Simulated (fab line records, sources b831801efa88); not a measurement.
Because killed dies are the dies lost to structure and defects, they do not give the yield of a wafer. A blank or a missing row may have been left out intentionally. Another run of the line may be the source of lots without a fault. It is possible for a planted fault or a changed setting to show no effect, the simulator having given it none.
2 desks, one fault -- flow gf180mcu -- numbers are kept per desk, each desk with only its own; the story behind them comes last

== THE METROLOGY DESK ==
What the gauges read for every lot (on any tool): the sampled wafers with a number, averaged. The brackets show how far a lot's mean lies from the usual mean; more than 4 standard deviations puts the lot out of limits, marked OUT.
Columns: A = M4_ALCU_RS at GF_M4_RS_MEAS_05, usual 0.0692 ohm/sq; B = cdNm at GF_M4_CD_MEAS_14, usual 279.9 nm; C = V4_W_RS at GF_V4_RS_MEAS_24, usual 0.327 ohm/sq; D = V4_W_THK at GF_V4_THK_MEAS_25, usual 338 nm
lot,first seen here,A,B,C,D
L269,day 22 01:51,0.0696,280.8,0.331,330
L271,day 23 17:08,0.0682,279.0,0.325,337
L273,day 24 03:03,0.0699,280.2,0.322,342
L274,day 24 08:35,0.0690,280.7,0.324,337
L275,day 24 15:53,0.0692,280.6,0.321,344
L279,day 26 00:41,0.0691,277.3,0.257 (-21) OUT,433 (+23) OUT
L280,day 26 09:49,0.0692,279.7,0.290 (-11) OUT,393 (+13) OUT
L281,day 26 11:35,0.0699,281.3,0.221 (-32) OUT,488 (+37) OUT
L287,day 28 20:49,0.0697,281.4,0.330,338
L288,day 29 00:25,0.0684,278.6,0.326,341
L290,day 29 10:05,0.0691,280.8,0.329,336
This desk reports L279, L280, L281 out of limits; the earliest was L279 at day 27 19:34 (V4_W_RS at GF_V4_RS_MEAS_24). Within limits: L269, L271, L273, L274, L275, L287, L288, L290.

== THE TOOL OWNER'S DESK: cvdW-01 ==
The tool's own readings at GF_V4_CVD_23 (deposits W, target thk 350 nm, time 104.9 s): means of the sampled wafers that have a number, for each lot that ran on this tool. The brackets show how far a lot's mean lies from the usual mean; more than 4 standard deviations puts the lot out of limits, marked OUT.
Columns: A = heaterPowerW at GF_V4_CVD_23, usual 855 W
lot,first seen here,A
L269,day 24 01:54,854
L273,day 26 01:23,846
L275,day 26 12:28,853
L279,day 27 19:25,857
L280,day 28 04:46,863
L281,day 28 05:53,876
L287,day 30 12:46,874
L290,day 31 01:43,879
This desk's verdict: no lot among the 8 shows anything out of limits.

== PUT TOGETHER ==
Metrology desk: alarm possible at day 27 19:34 on L279, L280, L281.
The tool owner's desk saw nothing out of limits.
Tool owner's desk: L279, L280, L281 on record, inside its limits.
On cvdW-01, each named lot ran GF_V4_CVD_23.

== WHAT THE SIMULATOR PUT IN ==
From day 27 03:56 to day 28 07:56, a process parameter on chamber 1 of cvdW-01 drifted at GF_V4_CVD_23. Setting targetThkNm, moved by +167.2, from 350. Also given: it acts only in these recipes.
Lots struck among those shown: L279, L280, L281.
Time in hours between the start of the fault and the first out-of-limits reading at each desk: metrology desk, 16.
